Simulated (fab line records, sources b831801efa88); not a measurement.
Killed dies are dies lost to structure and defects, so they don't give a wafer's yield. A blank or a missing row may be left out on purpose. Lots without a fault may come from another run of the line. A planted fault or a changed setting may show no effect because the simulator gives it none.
One fault seen from 2 desks | flow sky130 | each desk has only its own numbers; what lay behind them comes last

THE TOOL OWNER'S DESK: pvd_sputter-02
The tool's own readings at SKY_METAL3_SPUTTER_02 (material AlCu, target thk 735 nm, time 39.1 s): means of the sampled wafers that have a number, for each lot that ran on this tool. A lot is out of limits, marked OUT, if its mean lies more than 4 standard deviations from the usual mean; the brackets give that distance.
Columns: A = throttle_valve_pct at SKY_METAL3_SPUTTER_02, usual 30.5 %
lot  | first seen here | A
L790 | day 37 12:07    | 30.9
L789 | day 37 13:02    | 31.3
L792 | day 38 03:35    | 30.4
L803 | day 41 04:20    | 31.1
L805 | day 41 10:49    | 30.4
L806 | day 41 16:53    | 30.3
L807 | day 42 02:55    | 30.3
L808 | day 42 08:24    | 30.3
L810 | day 42 23:50    | 31.0
This desk's finding: nothing out of limits on any of the 9 lots.

THE METROLOGY DESK
What the gauges read, lot by lot, whatever tool the lot ran on: means of the sampled wafers that have a number. A lot is out of limits, marked OUT, if its mean lies more than 4 standard deviations from the usual mean; the brackets give that distance.
Columns: A = CAPM_TIN_THK at SKY_CAPM_THK_MEAS_04, usual 201.3 nm; B = cd_nm at SKY_METAL3_CD_MEAS_13, usual 299.7 nm
lot  | first seen here | A     | B
L790 | day 37 12:32    | 200.1 | 298.6
L789 | day 37 13:28    | 201.5 | 299.7
L792 | day 38 04:00    | 203.2 | 299.1
L798 | day 39 19:29    | 203.2 | 301.0
L800 | day 40 08:58    | 198.6 | 300.6
L803 | day 41 04:45    | 200.9 | 299.5
L805 | day 41 11:14    | 201.2 | 300.3
L806 | day 41 17:19    | 202.4 | 300.6
L807 | day 42 03:22    | 201.8 | 298.0
L808 | day 42 08:50    | 201.6 | 297.6
L809 | day 42 16:49    | 204.6 | 299.3
L810 | day 43 00:16    | 199.6 | 300.6
L811 | day 43 07:40    | 200.8 | 300.4
This desk's finding: nothing out of limits on any of the 13 lots.

PUT TOGETHER
The tool owner's desk saw nothing out of limits.
The metrology desk saw nothing out of limits.

WHAT THE SIMULATOR HAD PUT IN
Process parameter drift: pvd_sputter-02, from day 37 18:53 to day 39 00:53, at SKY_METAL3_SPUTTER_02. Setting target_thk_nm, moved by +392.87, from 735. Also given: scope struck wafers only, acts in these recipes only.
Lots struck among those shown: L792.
